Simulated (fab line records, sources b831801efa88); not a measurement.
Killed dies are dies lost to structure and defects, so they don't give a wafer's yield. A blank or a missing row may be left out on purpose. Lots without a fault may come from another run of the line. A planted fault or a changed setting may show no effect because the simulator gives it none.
One fault seen from 2 desks | flow gf180mcu | each desk has only its own numbers; what lay behind them comes last
Where a reading is given only as a bound, like >300, the bound stands for it, and a mean or a difference that rests on one is marked > or <: the true number lies beyond.

THE TOOL OWNER'S DESK: pvd_sputter-02
The tool's own readings at GF_TOP_METAL_SPUTTER_02 (material AlCu, target thk 900 nm, time 47.82 s): means of the sampled wafers that have a number, for each lot that ran on this tool. A lot is out of limits, marked OUT, if its mean lies more than 4 standard deviations from the usual mean; the brackets give that distance.
Columns: A = cathode_dc_power_W at GF_TOP_METAL_SPUTTER_02, usual 10600 W; B = chamber_pressure_pa at GF_TOP_METAL_SPUTTER_02, usual 0.3001 Pa; C = throttle_valve_pct at GF_TOP_METAL_SPUTTER_02, usual 29.8 %
lot  | first seen here | A     | B      | C
L556 | day 27 09:20    | 10600 | 0.3005 | 30.8
L558 | day 28 02:06    | 10600 | 0.2999 | 29.9
L559 | day 28 10:48    | 10600 | 0.3003 | 30.1
L562 | day 29 09:56    | 10599 | 0.2998 | 30.8
L570 | day 31 11:19    | 10601 | 0.3002 | 30.7
L572 | day 32 00:11    | 10599 | 0.2991 | 29.0
L576 | day 32 21:40    | 10601 | 0.3006 | 29.3
L577 | day 33 03:47    | 10600 | 0.2996 | 29.7
This desk's finding: nothing out of limits on any of the 8 lots.

THE METROLOGY DESK
What the gauges read, lot by lot, whatever tool the lot ran on: means of the sampled wafers that have a number. A lot is out of limits, marked OUT, if its mean lies more than 4 standard deviations from the usual mean; the brackets give that distance.
Columns: A = TOP_METAL_ALCU_RS at GF_TOP_METAL_RS_MEAS_05, usual 0.0327 ohm/sq; B = TOP_METAL_ALCU_THK at GF_TOP_METAL_THK_MEAS_06, usual 882 nm
lot  | first seen here | A                        | B
L556 | day 27 09:28    | 0.0330                   | 873
L557 | day 27 15:08    | 0.0324                   | 885
L558 | day 28 02:13    | 0.0321                   | 899
L559 | day 28 10:55    | 0.0327                   | 884
L560 | day 28 14:56    | 9.5977 (+99 or more) OUT | <0 (-99 or more) OUT
L561 | day 29 04:29    | 9.6292 (+99 or more) OUT | <0 (-99 or more) OUT
L562 | day 29 10:04    | 0.0330                   | 874
L568 | day 30 18:17    | 0.0327                   | 888
L570 | day 31 11:24    | 0.0330                   | 881
L571 | day 31 18:37    | 0.0329                   | 882
L572 | day 32 00:16    | 0.0327                   | 882
L573 | day 32 04:53    | 0.0327                   | 886
L576 | day 32 21:46    | 0.0324                   | 892
L577 | day 33 03:52    | 0.0330                   | 874
This desk's finding: out of limits on L560, L561; first on L560, day 28 14:56 (TOP_METAL_ALCU_RS at GF_TOP_METAL_RS_MEAS_05). In limits: L556, L557, L558, L559, L562, L568, L570, L571, L572, L573, L576, L577.

PUT TOGETHER
The metrology desk could have raised an alarm at day 28 14:56, on L560, L561.
The tool owner's desk saw nothing out of limits.
The tool owner's desk has no number on record for L560, L561.
Of the lots named, all ran GF_TOP_METAL_SPUTTER_02 on pvd_sputter-02.

WHAT THE SIMULATOR HAD PUT IN
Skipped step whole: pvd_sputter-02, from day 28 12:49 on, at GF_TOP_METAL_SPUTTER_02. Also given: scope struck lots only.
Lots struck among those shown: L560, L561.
Hours from the fault's start to each desk's first reading out of limits: the metrology desk, 2.
